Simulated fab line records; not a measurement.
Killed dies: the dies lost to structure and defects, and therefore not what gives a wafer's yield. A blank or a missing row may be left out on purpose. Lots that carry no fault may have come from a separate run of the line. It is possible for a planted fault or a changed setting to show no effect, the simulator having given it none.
Chamber matching ; flow gf180mcu ; cmp-02 running GF_V4_CMP_26: 4 sister chambers
The step polishes, stops on SiO2, t overpolish 15 s, target thk 0 nm. 4 wafers are shown with their chamber, then 12 later ones without.

== WAFERS PAIRED WITH THEIR CHAMBERS ==
wafer;chamber;motor_current_A (A)
L905.2;2;11.1
L906.2;0;13.8
L906.3;3;13.7
L906.6;1;11.2

== WAFERS WITH NO CHAMBER GIVEN ==
wafer;motor_current_A (A)
L907.2;14.0
L907.4;13.6
L907.6;14.4
L908.1;11.3
L908.2;13.5
L908.4;13.5
L909.1;11.0
L909.2;13.6
L909.4;11.3
L918.1;14.2
L918.5;14.6
L918.6;12.1

== CHAMBER TAKEN BY EACH ==
wafer;from the rows above;in truth
L907.2;can't be placed: 0 or 3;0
L907.4;can't be placed: 3 or 0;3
L907.6;can't be placed: 0 or 3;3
L908.1;can't be placed: 1 or 2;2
L908.2;can't be placed: 3 or 0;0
L908.4;can't be placed: 3 or 0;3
L909.1;can't be placed: 2 or 1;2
L909.2;can't be placed: 3 or 0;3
L909.4;can't be placed: 1 or 2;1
L918.1;can't be placed: 0 or 3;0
L918.5;can't be placed: 0 or 3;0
L918.6;can't be placed: 1 or 2 or 3 or 0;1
Correct placement for 0 of the 12. These rows do not allow placing 12 (true chamber among the candidates in 12). 0 placed wrongly.
How it was worked out, from the rows above alone: a wafer's distance from a chamber is the root of the sum, over the readings, of the square of ((its reading less the chamber's mean) divided by the reading's scatter). The wafer belongs to the nearest chamber; if the next one is less than 2 further off, it can't be placed. A chamber's mean is the mean of its shown wafers. The scatter: with one shown wafer a chamber, the root of the mean of the squares of how far each hidden wafer lies from its nearest shown one.
